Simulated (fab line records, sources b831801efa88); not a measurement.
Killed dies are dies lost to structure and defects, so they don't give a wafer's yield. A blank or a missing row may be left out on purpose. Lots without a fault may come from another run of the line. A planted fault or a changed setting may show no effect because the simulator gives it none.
Split-lot experiment	flow sky130	23 wafers read across 5 lots, on a route 708 steps long

THE SPLIT ITSELF
At SKY_SD_N_IMPLANT_09, the setting energyKev was moved away from the recipe's 50 on 8 of the 23 wafers read, by -5.4% to +3.9%. All remaining wafers had this setting at the recipe value.

FROM THE SPLIT TO THE READING: what the file shows between them, 4 steps
- SKY_SD_N_IMPLANT_10
- SKY_SD_N_STRIP_11: strips in O2/N2
- SKY_SD_N_CLEAN_13: cleans in SC1/SC2, time 150 s
- SKY_SD_N_RTA_14: time 2 s

THE READING
SD_N_RS in ohm/sq, measured at SKY_SD_N_RS_MEAS_16 by four-point-probe. Typical for fault-free wafers on this fab line: 68.53 ohm/sq, with standard deviation 0.11 ohm/sq.

wafer	tool, chamber at the split	energyKev as run	against the recipe	SD_N_RS, ohm/sq	against lot-mates on the recipe
L074.1	implanter-04, 0	50	recipe	68.58	-
L074.2	implanter-04, 0	50	recipe	68.48	-
L074.4	implanter-04, 0	51.97	+3.9%	67.31	-1.19
L074.5	implanter-04, 0	50	recipe	68.44	-
L074.6	implanter-04, 0	51.97	+3.9%	67.16	-1.34
L078.1	implanter-01, 0	51.26	+2.5%	67.74	-0.76
L078.2	implanter-01, 0	50	recipe	68.59	-
L078.3	implanter-01, 0	50	recipe	68.41	-
L078.5	implanter-01, 0	51.26	+2.5%	67.64	-0.86
L078.6	implanter-01, 0	50	recipe	68.50	-
L080.1	implanter-01, 0	50	recipe	68.56	-
L080.3	implanter-01, 0	50	recipe	68.39	-
L080.6	implanter-01, 0	50	recipe	68.44	-
L082.1	implanter-04, 0	50	recipe	68.55	-
L082.3	implanter-04, 0	51.81	+3.6%	67.24	-1.31
L082.4	implanter-04, 0	51.81	+3.6%	67.25	-1.30
L082.5	implanter-04, 0	50	recipe	68.45	-
L082.6	implanter-04, 0	50	recipe	68.65	-
L085.1	implanter-01, 0	50	recipe	68.71	-
L085.2	implanter-01, 0	47.3	-5.4%	70.67	+1.98
L085.4	implanter-01, 0	50	recipe	68.68	-
L085.5	implanter-01, 0	50	recipe	68.68	-
L085.6	implanter-01, 0	47.3	-5.4%	70.37	+1.68

THE FIT
A straight line over all 23 wafers: SD_N_RS changes by -0.355 ohm/sq for each +1% of energyKev; r = -0.99; the points scatter about the line by 0.11 ohm/sq.
The same after taking each lot's own level away (the mean of its wafers on the recipe; 23 wafers): -0.337 ohm/sq for each +1%; r = -0.99; scatter 0.084 ohm/sq.
According to that fit, moving energyKev by its largest amount changes the reading by 1.8 ohm/sq.
The span of the lots' own levels, 68.463 to 68.690 ohm/sq, comes to 2.1 times the standard deviation stated above.
Consequently the slope shifts little with the lot-to-lot level, the two slopes agreeing.
Check: with one of the wafers moved furthest among these (-5.4%) left out of the fit, the line predicts +1.75 ohm/sq for it against its lot-mates. Against them it came out at +1.98 ohm/sq.

OTHER SPLITS ON THESE WAFERS
Note: prior to the reading, these wafers also went through further splits. Each is held against what the fit with the lots' levels taken away leaves over:
other split on the same wafers	wafers away from the commonest value	r with SD_N_RS (lot level and that fit taken away)
SKY_LDD_LDN_IMPLANT_08 doseCm2	7	-0.19
SKY_POLY_CUT_COAT_02 resistThkNm	5	+0.15
SKY_SD_P_SOFTBAKE_03 tempC	10	-0.25
SKY_RES_XHIGH_IMPLANT_07 doseCm2	9	-0.17
SKY_SD_N_COAT_02 spinRpm	8	+0.26

THE WHOLE CHAIN: every reading that the file lists as answering this split, in the file's order
step	what it does	reading	change (the file's fit)	r (the file's)
SKY_SD_N_IMPLANT_09		implant.rpNm (the simulator's own value, which no gauge read)	+0.257 nm for each +1% of the setting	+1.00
SKY_SD_N_IMPLANT_09		implant.drpNm (the simulator's own value, which no gauge read)	+0.106 nm for each +1% of the setting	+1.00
SKY_SD_N_STRIP_11	strips in O2/N2	stripTimeToEndpointS	withheld for each +1% of the setting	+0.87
SKY_SD_N_RS_MEAS_16	measures by four-point-probe	SD_N_RS	-0.337 for each +1% of the setting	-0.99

THE FILE'S OWN FIT
SD_N_RS changes by -0.337 ohm/sq for each +1% of energyKev, r = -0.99.
